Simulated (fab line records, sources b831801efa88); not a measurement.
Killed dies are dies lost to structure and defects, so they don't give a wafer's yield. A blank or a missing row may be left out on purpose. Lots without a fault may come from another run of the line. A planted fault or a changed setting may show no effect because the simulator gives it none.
One fault seen from 2 desks | flow sky130 | each desk has only its own numbers; what lay behind them comes last

THE METROLOGY DESK
What the gauges read, lot by lot, whatever tool the lot ran on: means of the sampled wafers that have a number. A lot is out of limits, marked OUT, if its mean lies more than 4 standard deviations from the usual mean; the brackets give that distance.
Columns: A = cd_nm at SKY_CONTACT_CD_MEAS_14, usual 170.1 nm
lot  | first seen here | A
L591 | day 33 02:30    | 170.8
L592 | day 33 13:43    | 170.7
L593 | day 33 13:44    | 170.0
L597 | day 34 22:55    | 172.4
L600 | day 36 05:19    | 169.7
L601 | day 36 11:32    | 170.9
L602 | day 37 00:14    | 180.1 (+6.7) OUT
L603 | day 37 04:39    | 180.5 (+7.0) OUT
L604 | day 37 11:56    | 170.6
L607 | day 38 10:25    | 169.1
L610 | day 39 05:46    | 167.2
L611 | day 39 06:36    | 171.6
L612 | day 39 13:25    | 169.1
L614 | day 39 21:37    | 170.7
This desk's finding: out of limits on L602, L603; first on L602, day 37 00:14 (cd_nm at SKY_CONTACT_CD_MEAS_14). In limits: L591, L592, L593, L597, L600, L601, L604, L607, L610, L611, L612, L614.

THE TOOL OWNER'S DESK: litho_track-02
The tool's own readings at SKY_CONTACT_SOFTBAKE_10 (time 90 s): means of the sampled wafers that have a number, for each lot that ran on this tool. A lot is out of limits, marked OUT, if its mean lies more than 4 standard deviations from the usual mean; the brackets give that distance.
Columns: A = heater_power_total_W at SKY_CONTACT_SOFTBAKE_10, usual 57.35 W; B = plate_temp_C at SKY_CONTACT_SOFTBAKE_10, usual 99.97 C
lot  | first seen here | A                       | B
L592 | day 32 23:00    | 57.42                   | 99.98
L602 | day 36 10:00    | 68.43 (+99 or more) OUT | 113.71 (+99 or more) OUT
L603 | day 36 15:00    | 68.42 (+99 or more) OUT | 113.84 (+99 or more) OUT
L610 | day 38 16:00    | 57.33                   | 100.10
L611 | day 38 18:00    | 57.32                   | 99.81
This desk's finding: out of limits on L602, L603; first on L602, day 36 10:00 (heater_power_total_W at SKY_CONTACT_SOFTBAKE_10). In limits: L592, L610, L611.

PUT TOGETHER
The tool owner's desk could have raised an alarm at day 36 10:00, on L602, L603.
The metrology desk could have raised an alarm at day 37 00:14, on L602, L603.
Of the lots named, all ran SKY_CONTACT_SOFTBAKE_10 on litho_track-02.

WHAT THE SIMULATOR HAD PUT IN
Process parameter drift: litho_track-02, from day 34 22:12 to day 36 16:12, at SKY_CONTACT_SOFTBAKE_10. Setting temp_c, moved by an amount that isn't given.
Lots struck among those shown: L602, L603.
Hours from the fault's start to each desk's first reading out of limits: the tool owner's desk, 36; the metrology desk, 50.
